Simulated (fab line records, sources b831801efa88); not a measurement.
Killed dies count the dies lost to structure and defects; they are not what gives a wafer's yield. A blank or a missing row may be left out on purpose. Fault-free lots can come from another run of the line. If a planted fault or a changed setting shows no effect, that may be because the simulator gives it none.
Which of the tools did it? -- flow gf180mcu -- 7 lots with 21 wafers sampled at 2 steps, on a route of 602 steps

== WHAT THE GAUGES READ, wafer by wafer ==
GF_STI_THK_MEAS_30.
lot,measured,on,STI_OXIDATION_02_THK (nm)
L333,day 2 11:30,film_metro-04,10.22 9.99 10.20
L337,day 3 08:10,film_metro-03,9.97 10.12 9.98
L339,day 3 17:19,film_metro-03,10.11 10.01 10.13
L341,day 4 05:04,film_metro-03,9.86 9.82 9.89
L343,day 4 15:32,film_metro-01,10.18 10.15 9.89
L345,day 5 00:28,film_metro-01,7.74 7.52 7.65
L355,day 7 04:02,film_metro-04,9.90 9.88 9.80

== EACH LOT AND THE TOOL THAT RAN IT (in order: tool; ch and the chambers of the sampled wafers; start) ==
lot,GF_STI_OXIDATION_29
L333,"furnace-02 ch 0, day 2 10:04"
L337,"furnace-02 ch 0, day 3 06:46"
L339,"furnace-01 ch 0, day 3 15:54"
L341,"furnace-02 ch 0, day 4 03:40"
L343,"furnace-01 ch 0, day 4 14:07"
L345,"furnace-01 ch 0, day 4 23:04"
L355,"furnace-02 ch 0, day 7 02:39"
- GF_STI_OXIDATION_29: stabilise 600 s, purge 300 s, target thk 10 nm.

== THE ANSWER, worked out from the rows above alone ==
Rule: the lots themselves supply what counts as usual. The widest of any qualifying gaps counts: lots, ordered by their means at a reading, are off when they make up no more than a third of the lots, leave a main group of 4 or more, and stand apart from it by 3 or more times the standard deviation of that group's means. If all means in a main group match to the digits the tables above print for the reading, that group is not used. A lot without any number at a reading at which 4 lots or more have one is off too. The other lots that the step has rows for count as sound.
Off: L345, seen at GF_STI_THK_MEAS_30 (STI_OXIDATION_02_THK). Mean 10.01 nm and standard deviation 0.11 in the main group.
A tool fits if, at a process step before that reading, it ran every lot that is off, and no sound lot after the first of them. The gauges at GF_STI_THK_MEAS_30 are tried like those tools. This does not decide it: 2 tools fit, namely furnace-01 at GF_STI_OXIDATION_29 and film_metro-01 at GF_STI_THK_MEAS_30.

== WHAT THE SIMULATOR HAD INSERTED ==
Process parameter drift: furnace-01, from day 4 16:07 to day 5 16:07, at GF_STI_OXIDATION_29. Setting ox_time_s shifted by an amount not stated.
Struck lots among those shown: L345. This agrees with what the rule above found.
